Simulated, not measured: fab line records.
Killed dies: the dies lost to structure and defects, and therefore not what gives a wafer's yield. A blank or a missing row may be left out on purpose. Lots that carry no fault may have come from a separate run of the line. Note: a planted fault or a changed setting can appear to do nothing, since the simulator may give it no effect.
A struck lot beside a sound one :: flow sky130 :: 18 out of 708 route steps
Sound: the wafers L488.2, L488.3, L488.6. Struck: wafer L494.1. (L494.2, L494.6 of the same lot were not struck and are left out.) The cause comes at the end.
Each step with rows lists, per side, the tool, then ch with its chambers, then its first start. Under that, the readings that differ: sound wafers :: struck wafers :: difference of the means :: sigmas: that difference in standard deviations of wafers without a fault.
alike: a reading whose means differ by less than 2 such deviations, as well as words and numbers matching on both sides. not compared: withheld readings; readings where some wafer has no value; bounds like >300 that might hide an equal value; numbers whose values overlap and for which the record gives no deviation.
Wherever a step has rows on one side only, a row that says differs or no value, or a row with sigmas, the two part there. Numbers that don't overlap but have no deviation are shown without sigmas and don't part them. Lack of a reading on every wafer of one side parts them only where that side has two or more wafers.

first, 3 steps without rows for these wafers: SKY_LI_CONTACT_EXPOSE_09 (exposes mask LICM1, target cd 170 nm); SKY_LI_CONTACT_PEB_10; SKY_LI_CONTACT_DEVELOP_11 (develop time 60 s).
SKY_LI_CONTACT_CD_MEAS_12: the cd target is 170 nm.
  struck on cdSem-02, day 32 04:58; sound on cdSem-01, day 30 00:14
  alike: cdNm
SKY_LI_CONTACT_OVL_MEAS_13:
  struck on overlay-01, day 32 05:05; sound on overlay-02, day 30 00:20
  alike: LI_CONTACT_OVL
SKY_LI_CONTACT_ETCH_14: etches BARC in N2/H2, stops on SiO2, time 45.9 s, target depth 60 nm.
  sound on rieDiel-01 ch 0,2, day 30 00:22; struck on rieDiel-04 ch 2, day 32 05:08
  alike: drypumpMotorCurrentA, oesProductAu, throttleValvePct
  not compared: rfHoursCounterH
SKY_LI_CONTACT_ETCH_15: etches PSG in C4F8/O2/Ar, stops on Si, target depth 600 nm.
  sound on rieDiel-01 ch 0,2, day 30 00:26; struck on rieDiel-04 ch 2, day 32 05:10
  alike: oesProductAu
then, 3 steps without rows for these wafers: SKY_LI_CONTACT_STRIP_16 (strips in O2/N2); SKY_LI_CONTACT_CLEAN_17 (cleans in NMP, time 600 s); SKY_LI_CONTACT_PRE_CLEAN_18 (time 5.6 s).
SKY_LI_CONTACT_SPUTTER_19: material Ti, target thk 20 nm, time 106.37 s.
  struck on pvdSputter-03, day 32 05:33; sound on pvdSputter-03, day 30 00:52
reading: throttleValvePct (%)
sound: 31.5 29.2 31.8
struck: 28.5
difference: -2.3
sigmas: -2
SKY_LI_CONTACT_SPUTTER_20: material TiN, target thk 20 nm, time 80 s.
  struck on pvdSputter-03, day 32 05:38; sound on pvdSputter-03, day 30 00:56
reading: throttleValvePct (%)
sound: 31.5 29.1 31.8
struck: 28.4
difference: -2.4
sigmas: -2
SKY_LI_CONTACT_CVD_21: deposits W, target thk 400 nm, time 120.56 s.
  sound on cvdW-01 ch 0,1, day 30 00:59; struck on cvdW-01 ch 0, day 32 05:41
reading: model.W_of_LI_CONTACT_CVD_21.thkNm (nm)
sound: 389.3 387.8 386.1
struck: 433.1
difference: +45.4
sigmas: 
  alike: heaterPowerW
SKY_LI_CONTACT_RS_MEAS_22: measures by four-point-probe.
  struck on filmMetro-02, day 32 06:06; sound on filmMetro-04, day 30 01:08
reading: LI_CONTACT_W_RS (ohm/sq)
sound: 0.292 0.294 0.295
struck: 0.262
difference: -0.032
sigmas: -10
  not compared: hold
SKY_LI_CONTACT_THK_MEAS_23: measures by xrf.
  struck on filmMetro-02, day 32 09:15; sound on filmMetro-04, day 30 01:15
reading: LI_CONTACT_W_THK (nm)
sound: 382 380 379
struck: 433
difference: +53
sigmas: +12
  not compared: hold
SKY_LI_CONTACT_CMP_24: polishes, stops on PSG, t overpolish 20 s, target thk 0 nm.
  sound on cmp-01 ch 0,1,3, day 30 01:18; struck on cmp-01 ch 0, day 32 10:29
reading: hold
sound: - - -
struck: awaitDispo/1.1h/release
difference: no value on the sound wafers
sigmas: 

reading: timeToEndpointS (s)
sound: 100 94 92
struck: 107
difference: +12
sigmas: +3
  alike: motorCurrentA, slurryFlowMlMin
SKY_LOCAL_INTERCONNECT_SPUTTER_00: material TiN, target thk 100 nm, time 83.3 s.
  struck on pvdSputter-04, day 32 10:47; sound on pvdSputter-02, day 30 01:36
  alike: throttleValvePct
-- the record jumps here: 16 days lie between the struck wafers' starts before and after (it left off in module LOCAL_INTERCONNECT and takes up again in module PAD_OPEN, whose first step shown is number 708 of the route) --
SKY_PAD_OPEN_PROBE_99:
  only the struck wafers here have rows in the record (prober-01, day 48 06:16); the sound ones have none

== WHERE THEY PART ==
Earliest at SKY_LI_CONTACT_SPUTTER_19; latest, in this record, at SKY_PAD_OPEN_PROBE_99.

WHY: the cause the simulator had injected
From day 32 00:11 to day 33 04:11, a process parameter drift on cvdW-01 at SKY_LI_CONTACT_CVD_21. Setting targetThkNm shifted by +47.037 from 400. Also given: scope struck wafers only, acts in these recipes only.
